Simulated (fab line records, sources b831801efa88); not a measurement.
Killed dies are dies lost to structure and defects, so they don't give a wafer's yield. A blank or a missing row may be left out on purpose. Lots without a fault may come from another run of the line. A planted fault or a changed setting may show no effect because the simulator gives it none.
A struck lot beside a sound one | flow sky130 | 15 steps out of a route of 708
Sound: wafers L859.2, L859.3, L859.6. Struck: wafers L857.1, L857.2, L857.3. The cause comes at the end.
At each step with rows: each side's tool, then ch and its chambers, then its first start. Under that, the readings that differ: sound wafers | struck wafers | difference of the means | sigmas: that difference in standard deviations of wafers without a fault.
alike: readings whose means differ by less than 2 such deviations, and words and numbers that are the same on both sides. not compared: withheld readings, readings that some wafer has no value for, bounds like >300 that may hide the same value, and numbers for which the record gives no deviation and whose values overlap.
The two part at a step that has a row with sigmas, a row that says differs or no value, or rows on one side only. Numbers that don't overlap but have no deviation are shown without sigmas and don't part them. A reading that every wafer of one side lacks parts them only if that side has two wafers or more.

first, 1 step without rows for these wafers: SKY_PASSIVATION_DEVELOP_10 (develop time 60 s).
SKY_PASSIVATION_ETCH_11: etches the open film in CF4/O2, stops on AlCu, target depth 725 nm, time 161.1 s.
  sound on rie_diel-03 ch 0,1,3, day 49 07:41; struck on rie_diel-02 ch 1,2,3, day 49 01:49
  alike: drypump_motor_current_A, oes_product_au, throttle_valve_pct
  not compared: rf_hours_counter_h
SKY_PASSIVATION_STRIP_12: strips in O2/N2.
  sound on plasma_asher-02 ch 0,1, day 49 07:48; struck on plasma_asher-04 ch 0,1, day 49 01:55
  alike: chamber_pressure_mTorr, drypump_motor_current_A, oes_product_au, strip_time_to_endpoint_s
  not compared: rf_hours_counter_h
then, 7 steps without rows for these wafers: SKY_PAD_OPEN_DEHYDRATE_00 (time 60 s); SKY_PAD_OPEN_HMDS_01 (prime time 60 s); SKY_PAD_OPEN_COAT_02 (resist thk 3000 nm); SKY_PAD_OPEN_SOFTBAKE_03; SKY_PAD_OPEN_EXPOSE_04 (exposes mask PDM, target cd 60000 nm); SKY_PAD_OPEN_PEB_05; SKY_PAD_OPEN_DEVELOP_06 (develop time 60 s).
SKY_PAD_OPEN_ETCH_07: etches the open film in CF4/O2, stops on AlCu, target depth 725 nm, time 161.1 s.
  sound on rie_diel-03 ch 0,1, day 50 00:43; struck on rie_diel-03 ch 0,1,2, day 49 19:52
  alike: drypump_motor_current_A, oes_product_au, throttle_valve_pct
  not compared: rf_hours_counter_h
SKY_PAD_OPEN_STRIP_08: strips in O2/N2.
  sound on plasma_asher-03 ch 0,1, day 50 00:49; struck on plasma_asher-02 ch 0,1, day 49 19:58
  alike: chamber_pressure_mTorr, drypump_motor_current_A, oes_product_au
  not compared: rf_hours_counter_h
SKY_PAD_OPEN_STRIP_09: strips in post etch residue remover, time 1200 s.
  sound on wet_bench-01 ch 2, day 50 00:55; struck on wet_bench-04 ch 0, day 49 20:04
  no value came back on the struck wafers for bath_guard_temp_C (C), bath_heat_duty_pct (%); on the sound wafers bath_guard_temp_C (C) reads 73.9 74.0 74.3
then, 1 step without rows for these wafers: SKY_PAD_OPEN_CLEAN_10 (cleans in IPA, time 180 s).
SKY_PAD_OPEN_PROBE_99:
  sound on prober-02, day 50 03:21; struck on prober-02, day 49 22:11
  alike: defect_limited_yield, killed_at_M0_to_M3, killed_at_M4_up, killed_at_contacts, killed_at_front_end, killed_at_other, killed_dies, killed_open, killed_short, sort_bin_3_pad_short, sort_bin_5_function, sort_bin_6_memory, sort_n_pass, sort_yield_pct

WHERE THEY PART
Only at SKY_PAD_OPEN_STRIP_09, within this record. Later steps at which nothing parts them and some readings are alike: SKY_PAD_OPEN_PROBE_99.

WHY: what the simulator had put in
Skipped step whole: wet_bench-04, from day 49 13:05 on, at SKY_PAD_OPEN_STRIP_09. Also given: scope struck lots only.
